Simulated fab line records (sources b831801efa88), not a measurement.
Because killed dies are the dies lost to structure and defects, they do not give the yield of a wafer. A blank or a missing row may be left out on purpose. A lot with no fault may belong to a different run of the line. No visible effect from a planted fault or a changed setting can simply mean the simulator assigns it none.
fab line records | flow sky130
[record] lots = 6 | wafers = 16 | lastDay = 50
route steps=708 shown VT_ADJUST_PCH@148 SONOS_TUNNEL@154 PAD_OPEN@708
lots with no fault: from the same line, run without faults
startH: hours from the record's first day to the start of the lot's first wafer shown | waitH: hours since the lot's step before | " unchanged from the row above | L1.1+2: several wafers, shown together as one row | - value missing, or start not given | * or withheld: withheld | < > ~ a bound
route shown NAME@n: a module of which the file shows steps, and the number in the route of the first | usual: mean/standard deviation of fault-free wafers | same: alike in all rows | chamber/n: place in a boat | sites: readings site by site | _std_site: their standard deviation | _edge_site: inner sites' mean taken away from outer sites' mean | radiusMm: for every site, how far away it sits from the centre of the wafer | mask NAME#n: copy n | behind: the most recent tool/chamber to have shaped the wafer | hold: reason for holding the lot/hours on hold/outcome of the hold | device: which transistor (n, p or np) failed to switch | end of line: at the end of the route, the tests of the same wafers | a step without rows: its recipe alone | killed: at the first sort, the dies lost to defects and structure; wafer yield is something else | map: the dies of a wafer, with x for killed, . for not killed, _ for no die there
set.NAME: the run value of the setting; set.NAME@STEP: its run value at that earlier step | model.NAME: the simulator's own value behind a step, which no gauge read
lots at selected steps of the route; one table per step, one row per wafer
services: the hour from which a tool's chamber was out of use, counted from the record's first day as startH (under 0 if before that day), plus the number of hours and why
[[steps]]
[step SKY_VT_ADJUST_PCH_PEB_05]
[recipe] tempC = 115 | timeS = withheld
[step SKY_VT_ADJUST_PCH_DEVELOP_06]
[recipe] wallAngleDeg = 90 | developer = TMAH | developTimeS = 60 | devTempC = 23
[step SKY_VT_ADJUST_PCH_OVL_MEAS_07]
[usual] VT_ADJUST_PCH_OVL = -0.1/1.3
lot.wafer | tool       | chamber | startH | waitH | VT_ADJUST_PCH_OVL[nm]
L813.1    | overlay-02 | -       | 261.02 | -     | 0.9
L813.3    | "          | -       | "      | "     | 3.4
L813.4    | "          | -       | "      | "     | 2.5
L818.1    | overlay-01 | -       | 305.76 | -     | -1.5
L818.2    | "          | -       | "      | "     | -0.9
L818.3    | "          | -       | "      | "     | -0.6
L826.3    | overlay-02 | -       | 363.57 | -     | -0.2
L826.4    | "          | -       | "      | "     | 0.2
L827.2    | overlay-01 | -       | 373.34 | -     | 0.0
L827.4    | "          | -       | "      | "     | 0.4
L831.2    | overlay-02 | -       | 407.36 | -     | 2.2
L831.3    | "          | -       | "      | "     | 1.5
L831.6    | "          | -       | "      | "     | -0.1
L830.3    | overlay-02 | -       | 408.87 | -     | 0.5
L830.5    | "          | -       | "      | "     | -0.1
L830.6    | "          | -       | "      | "     | 0.1
[step SKY_VT_ADJUST_PCH_IMPLANT_08]
[recipe] species = B | energyKev = 10 | doseCm2 = 5e+11 | tiltDeg = withheld
[step SKY_VT_ADJUST_PCH_STRIP_09]
[recipe] chemistry = O2/N2 | powerW = 1400 | pressureMtorr = 1500 | platenTempC = withheld | o2FlowSccm = 3000 | n2FlowSccm = 300 | overashFraction = 0.5
[usual] drypumpMotorCurrentA = 5.4/0.34 | oesProductAu = 0.723/0.0043 | stripTimeToEndpointS = 36.92/0.085
lot.wafer | tool           | chamber | startH | waitH | drypumpMotorCurrentA | oesProductAu | rfHoursCounterH | stripTimeToEndpointS
L813.1    | plasmaAsher-03 | 1       | 261.20 | 0.1   | 4.8                  | 0.720        | 14              | 37.05
L813.3    | "              | 1       | "      | "     | 4.9                  | 0.732        | -               | 36.87
L813.4    | "              | 0       | "      | "     | 5.3                  | 0.724        | -               | 36.92
L818.1    | plasmaAsher-01 | 1       | 305.94 | 0.1   | 5.5                  | 0.728        | 62              | 36.99
L818.2    | "              | 0       | "      | "     | 5.1                  | 0.723        | 62              | 37.00
L818.3    | "              | 0       | "      | "     | 5.1                  | 0.728        | -               | 37.02
L826.3    | plasmaAsher-02 | 1       | 363.82 | 0.1   | 5.8                  | 0.726        | -               | 36.95
L826.4    | "              | 0       | "      | "     | 5.7                  | 0.724        | -               | 36.95
L827.2    | plasmaAsher-02 | 1       | 373.52 | 0.1   | 5.8                  | 0.724        | 54              | 36.95
L827.4    | "              | 1       | "      | "     | 5.8                  | 0.719        | -               | 36.88
L831.2    | plasmaAsher-02 | 1       | 407.54 | 0.1   | 5.8                  | 0.716        | 58              | 36.80
L831.3    | "              | 0       | "      | "     | 5.7                  | 0.731        | -               | 36.87
L831.6    | "              | 0       | "      | "     | 5.7                  | 0.717        | -               | 36.84
L830.3    | plasmaAsher-03 | 0       | 409.08 | 0.1   | 5.3                  | 0.725        | -               | 36.87
L830.5    | "              | 0       | "      | "     | 5.3                  | 0.713        | -               | 36.80
L830.6    | "              | 1       | "      | "     | 4.8                  | 0.730        | -               | 36.91
[step SKY_VT_ADJUST_PCH_TW_MEAS_10]
[usual] VT_ADJUST_PCH_TW = 142.6/1.4
lot.wafer | tool         | chamber | startH | waitH | VT_ADJUST_PCH_TW
L813.1    | filmMetro-04 | -       | 261.30 | 0.1   | 140.8
L813.3    | "            | -       | "      | "     | 141.3
L813.4    | "            | -       | "      | "     | 140.2
L818.1    | filmMetro-01 | -       | 306.04 | 0.1   | 144.0
L818.2    | "            | -       | "      | "     | 143.2
L818.3    | "            | -       | "      | "     | 143.4
L826.3    | filmMetro-04 | -       | 363.91 | 0.1   | 141.2
L826.4    | "            | -       | "      | "     | 141.5
L827.2    | filmMetro-01 | -       | 373.63 | 0.1   | 143.1
L827.4    | "            | -       | "      | "     | 143.0
L831.2    | filmMetro-02 | -       | 407.65 | 0.1   | 142.8
L831.3    | "            | -       | "      | "     | 142.4
L831.6    | "            | -       | "      | "     | 143.4
L830.3    | filmMetro-04 | -       | 409.16 | 0.1   | 141.0
L830.5    | "            | -       | "      | "     | 141.4
L830.6    | "            | -       | "      | "     | 141.5
[step SKY_SONOS_TUNNEL_DEHYDRATE_00]
[recipe] tempC = 200 | timeS = 60
[step SKY_SONOS_TUNNEL_HMDS_01]
[recipe] primeTimeS = 60 | primeTempC = 120
[step SKY_SONOS_TUNNEL_COAT_02]
[recipe] resist = NOVOLAK | spinRpm = 3000 | resistThkNm = 1140
[step SKY_SONOS_TUNNEL_SOFTBAKE_03]
[recipe] tempC = 90 | timeS = 60 | resist = NOVOLAK
[step SKY_SONOS_TUNNEL_EXPOSE_04]
[recipe] maskId = TUNM | na = 0.6 | sourceShape = conventional | sigmaOuter = 0.6 | polarization = unpolarized | targetCdNm = 410 | doseMj = 136
[step SKY_SONOS_TUNNEL_PEB_05]
[recipe] tempC = withheld | timeS = * | resist = NOVOLAK
[step SKY_SONOS_TUNNEL_DEVELOP_06]
[recipe] resist = NOVOLAK | developer = TMAH | developTimeS = 60 | devTempC = 23
[usual] chillPlateTempC = 22.99/0.1
lot.wafer | tool          | chamber | startH | waitH | chillPlateTempC
L813.1    | lithoTrack-04 | 0       | 286.58 | 0.1   | 23.03
L813.3    | "             | 0       | "      | "     | 23.20
L813.4    | "             | 0       | "      | "     | 22.92
L818.1    | lithoTrack-02 | 0       | 331.92 | 0.1   | 22.96
L818.2    | "             | 0       | "      | "     | 22.96
L818.3    | "             | 0       | "      | "     | 22.86
L826.3    | lithoTrack-04 | 0       | 391.93 | 0.1   | 22.96
L826.4    | "             | 0       | "      | "     | 22.92
L827.2    | lithoTrack-04 | 0       | 402.06 | 0.1   | 22.89
L827.4    | "             | 0       | "      | "     | 22.95
L831.2    | lithoTrack-02 | 0       | 437.89 | 0.1   | 22.98
L831.3    | "             | 0       | "      | "     | 22.90
L831.6    | "             | 0       | "      | "     | 23.01
L830.3    | lithoTrack-03 | 0       | 439.07 | 0.1   | 23.03
L830.5    | "             | 0       | "      | "     | 22.87
L830.6    | "             | 0       | "      | "     | 22.99
[step SKY_SONOS_TUNNEL_CD_MEAS_07]
[recipe] targetCdNm = 410
[usual] cdNm = 409.7/2.5
lot.wafer | tool     | chamber | startH | waitH | cdNm
L813.1    | cdSem-02 | -       | 286.73 | 0.1   | 408.4
L813.3    | "        | -       | "      | "     | 410.2
L813.4    | "        | -       | "      | "     | 411.1
L818.1    | cdSem-01 | -       | 332.07 | 0.1   | 407.0
L818.2    | "        | -       | "      | "     | 405.1
L818.3    | "        | -       | "      | "     | 405.2
L826.3    | cdSem-02 | -       | 392.07 | 0.1   | 407.5
L826.4    | "        | -       | "      | "     | 389.7
L827.2    | cdSem-01 | -       | 402.20 | 0.1   | 393.1
L827.4    | "        | -       | "      | "     | 393.7
L831.2    | cdSem-02 | -       | 438.03 | 0.1   | 406.1
L831.3    | "        | -       | "      | "     | 407.9
L831.6    | "        | -       | "      | "     | 407.5
L830.3    | cdSem-01 | -       | 439.21 | 0.1   | 415.2
L830.5    | "        | -       | "      | "     | 413.0
L830.6    | "        | -       | "      | "     | 414.7
[step SKY_SONOS_TUNNEL_OVL_MEAS_08]
[usual] SONOS_TUNNEL_OVL = 0.3/1.7
lot.wafer | tool       | chamber | startH | waitH | SONOS_TUNNEL_OVL[nm]
L813.1    | overlay-01 | -       | 286.85 | 0.1   | 0.1
L813.3    | "          | -       | "      | "     | -1.7
L813.4    | "          | -       | "      | "     | -2.2
L818.1    | overlay-02 | -       | 332.19 | 0.1   | -0.5
L818.2    | "          | -       | "      | "     | -0.3
L818.3    | "          | -       | "      | "     | -0.8
L826.3    | overlay-02 | -       | 392.17 | 0.1   | 1.6
L826.4    | "          | -       | "      | "     | 3.2
L827.2    | overlay-01 | -       | 402.31 | 0.1   | -0.4
L827.4    | "          | -       | "      | "     | 2.9
L831.2    | overlay-02 | -       | 438.14 | 0.1   | 1.5
L831.3    | "          | -       | "      | "     | 1.4
L831.6    | "          | -       | "      | "     | 2.3
L830.3    | overlay-01 | -       | 439.30 | 0.1   | 0.8
L830.5    | "          | -       | "      | "     | 0.9
L830.6    | "          | -       | "      | "     | 0.9
[step SKY_PAD_OPEN_PROBE_99]
[usual] killed_at_M0_to_M3 = 44/6.5 | killed_at_M4_up = 3.3/1.7 | killedAtContacts = 25/5.3 | killedAtFrontEnd = 15/5 | killedAtOther = 0.2/0.47 | killedDies = 87/9.9 | killedOpen = 47/8 | killedShort = 39/6.1
[same] grossDies = 492 | killedAtBackSide = 0
lot.wafer | tool      | chamber | startH  | waitH | killed_at_M0_to_M3 | killed_at_M4_up | killedAtContacts | killedAtFrontEnd | killedAtOther | killedDies | killedOpen | killedShort
L813.1    | prober-02 | -       | 1105.78 | 0.1   | 44                 | 4               | 22               | 17               | 0             | 87         | 45         | 42
L813.3    | prober-02 | -       | 1105.88 | 0.2   | 46                 | 3               | 27               | 18               | 1             | 95         | 52         | 43
L813.4    | prober-02 | -       | 1105.93 | 0.2   | 56                 | 5               | 19               | 23               | 0             | 103        | 57         | 46
L818.1    | prober-01 | -       | 1135.24 | 0.1   | 50                 | 3               | 38               | 9                | 0             | 100        | 57         | 43
L818.2    | prober-01 | -       | 1135.29 | 0.1   | 47                 | 2               | 20               | 17               | 0             | 86         | 46         | 40
L818.3    | prober-01 | -       | 1135.34 | 0.2   | 64                 | 5               | 20               | 8                | 0             | 97         | 44         | 53
L830.3    | prober-02 | -       | 1203.73 | 0.2   | 39                 | 1               | 24               | 18               | 0             | 82         | 46         | 36
L830.5    | prober-02 | -       | 1203.83 | 0.2   | 31                 | 6               | 36               | 12               | 0             | 85         | 55         | 30
L830.6    | prober-02 | -       | 1203.88 | 0.2   | 32                 | 2               | 25               | 7                | 0             | 66         | 36         | 30
// killed by level:class
L813.1 VIA1:geometricParticle:open=10 CONTACT:geometricParticle:open=7 VIA3:geometricParticle:open=7 VIA2:geometricParticle:open=6 POLY_GATE:geometricParticle:short=5 LI_CONTACT:geometricParticle:open=5 METAL2:geometricParticle:short=5 POLY_GATE:geometricParticle:open=4
L813.3 VIA1:geometricParticle:open=16 LOCAL_INTERCONNECT:geometricParticle:short=8 CONTACT:geometricParticle:open=8 VIA3:geometricParticle:open=8 POLY_GATE:geometricParticle:open=5 VIA1:geometricParticle:short=5 METAL2:geometricParticle:short=5 METAL3:geometricParticle:short=5
L813.4 VIA1:geometricParticle:open=20 CONTACT:geometricParticle:open=9 POLY_GATE:geometricParticle:short=6 VIA3:geometricParticle:open=6 VIA1:geometricParticle:short=6 VIA2:geometricParticle:open=6 FIELD_ISO:geometricParticle:short=5 VIA2:geometricParticle:short=5
L818.1 LI_CONTACT:geometricParticle:open=18 CONTACT:geometricParticle:open=10 VIA1:geometricParticle:open=8 METAL2:geometricParticle:short=7 VIA2:geometricParticle:open=7 VIA3:geometricParticle:open=7 METAL1:geometricParticle:short=6 VIA2:geometricParticle:short=5
L818.2 VIA1:geometricParticle:open=10 VIA2:geometricParticle:open=8 POLY_GATE:geometricParticle:open=6 METAL1:geometricParticle:short=6 LI_CONTACT:geometricParticle:open=6 VIA2:geometricParticle:short=6 POLY_GATE:geometricParticle:short=5 VIA1:geometricParticle:short=5
L818.3 METAL2:geometricParticle:short=14 METAL1:geometricParticle:short=8 VIA1:geometricParticle:open=8 VIA3:geometricParticle:open=8 VIA2:geometricParticle:open=8 LI_CONTACT:geometricParticle:open=7 LI_CONTACT:geometricParticle:short=7 VIA1:geometricParticle:short=5
L830.3 CONTACT:geometricParticle:open=13 VIA2:geometricParticle:open=8 FIELD_ISO:geometricParticle:short=7 VIA3:geometricParticle:open=7 METAL1:geometricParticle:short=6 METAL2:geometricParticle:short=6 VIA1:geometricParticle:open=5 LI_CONTACT:geometricParticle:open=4
L830.5 CONTACT:geometricParticle:open=20 VIA3:geometricParticle:open=9 LI_CONTACT:geometricParticle:open=8 VIA2:geometricParticle:open=6 FIELD_ISO:geometricParticle:short=5 CONTACT:geometricParticle:short=5 VIA1:geometricParticle:open=5 METAL4:geometricParticle:short=5
L830.6 CONTACT:geometricParticle:open=9 VIA3:geometricParticle:open=7 LI_CONTACT:geometricParticle:open=6 METAL3:geometricParticle:short=6 LOCAL_INTERCONNECT:geometricParticle:short=5 VIA1:geometricParticle:open=5 VIA2:geometricParticle:short=4 VIA2:geometricParticle:open=4
[[services]]
tool           | chamber | startH | hours | kind
plasmaAsher-02 | -       | 277.14 | 3.4   | repair
plasmaAsher-03 | -       | 288.54 | 15.6  | pm
plasmaAsher-01 | -       | 296.90 | 3.4   | repair
plasmaAsher-02 | -       | 307.31 | 1.4   | repair
plasmaAsher-01 | -       | 385.87 | 9.0   | repair
[[key]]
[firstSign] step = SKY_SONOS_TUNNEL_CD_MEAS_07 | reading = cdNm | direction = down | sigmas = 6.9 | usual = 409.7 | struck = 392.2
effect none on later readings
metAt SKY_SONOS_TUNNEL_DEVELOP_06
struckWafers L826.4,L827.2,L827.4
testerLeftOut L826,L827
onsetBetween 286.58 391.93
[fault] kind = processParameterDrift | tool = lithoTrack-04 | chamber = - | onsetH = 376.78 | steps = SKY_SONOS_TUNNEL_DEVELOP_06 | channel = developTimeS | offset = * | shape = step | endH = 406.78 | scope = struckWafersOnly | actsIn = * | stated = *
// testerLeftOut: of these lots the tester's yield and bins aren't shown, on N5 and GAA mostly nor the transistor test; their killed dies are dies lost to structure and defects alone, not to doping, threshold or leakage, so they don't give the yield
